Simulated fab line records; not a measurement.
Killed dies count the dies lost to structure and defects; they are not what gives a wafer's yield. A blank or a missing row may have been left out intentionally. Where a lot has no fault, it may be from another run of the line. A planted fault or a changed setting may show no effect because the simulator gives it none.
8D (eight disciplines) problem report, filled in by code | flow sfq-line | the parts of the form that need people (team, actions taken, sign-off) are left out

1. WHAT IS WRONG
M1_NB_RS at SFQ_M1_RS_MEAS_909 reads a mean of 0.615 ohm/sq on 5 wafers of 2 lots; wafers without a fault read 0.889 ohm/sq with a standard deviation of 0.0087. That puts it -32 standard deviations away from the usual mean.
The step: measures by four-point-probe.
Earliest sighting: wafer L529.2 on film-metro-04 at day 17 15:02. Wafers with a number at this step in the record: 41, from 14 lots. By rule, "out" or "out of limits" means more than 4 standard deviations away from the usual mean. Any other wafer with a number is counted as sound.

2. WHAT IT IS, AND WHAT IT ISN'T
question                    | is                           | is not
which readings at this step | M1_NB_RS                     | -
which lots                  | L529, L530                   | L518, L520, L521, L522, L523, L524, L531, L535, L537, L538, L539, L541
which wafers of those lots  | all that have a number       | -
read on which gauges        | film-metro-02, film-metro-04 | film-metro-03
when                        | from day 17 15:02            | up to then (18 sound wafers); but 18 sound wafers of L531, L535, L537, L538, L539, L541 came after

3. SUSPECTS, AND WHAT RULES EACH OUT
Counting: a tool stays on the suspect list if, at a process step up to the reading, it processed all lots that are out and no sound lot following the first of them.
- the gauge at SFQ_M1_RS_MEAS_909 is ruled out. The wafers that are out were read on 2 gauges (film-metro-02, film-metro-04).
- pvd-sputter-04 at SFQ_TRILAYER_M1_DEP_SPUTTER_037 (material Nb, target thk 200 nm, time 133.3 s): ruled out as a lasting fault. Sound lots L541 ran on it after its first lot that is out, L529 (day 17 14:50).
Left after counting: nothing in the record.

4. THE CAUSE (what the simulator had put in)
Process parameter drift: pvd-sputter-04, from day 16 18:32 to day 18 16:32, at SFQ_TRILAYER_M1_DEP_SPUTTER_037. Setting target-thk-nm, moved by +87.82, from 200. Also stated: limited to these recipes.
It was ruled out by counting, in error; the rule expects a fault to strike all lots run on its tool from its start on, and this fault did not.

5. THE EFFECT CHAIN, in route order
One row per reading whose mean, taken over the struck wafers that have a number, lies over 3 standard deviations from the usual. Scope: only readings with a usual standard deviation given in the record; hours: median across lots of the time from each lot's start at the first step in this table that gives one to its start at this step; sigmas: change in usual standard deviations.
hours | step                                | reading        | usual        | on struck wafers | change | sigmas
0     | SFQ_M1_RS_MEAS_909                  | M1_NB_RS       | 0.889 ohm/sq | 0.615            | -0.274 | -32
138   | SFQ_TRILAYER_M1_ETCH_METAL_ETCH_042 | oes-product-au | 0.895 a.u.   | 1.004            | +0.109 | +16
The process steps in it:
- SFQ_TRILAYER_M1_ETCH_METAL_ETCH_042: etches Nb in Cl2/Ar, stops on SiO2, target depth 240 nm, time 120 s.
At these later measuring or inspecting steps, every struck wafer for which the step has a row has a number for every such reading, and none has moved that far: SFQ_M1_OVL_MEAS_911.

6. WHAT WOULD HAVE CAUGHT IT SOONER
Counted from the fault's start at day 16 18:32, it took 20 hours until the first out-of-limits reading at a measuring or inspecting step in this record, taken at day 17 15:02.
Tool readings at SFQ_TRILAYER_M1_DEP_SPUTTER_037 with a usual standard deviation given in the record: none out on any struck wafer, hence no alarm at a limit of 4 standard deviations on them.
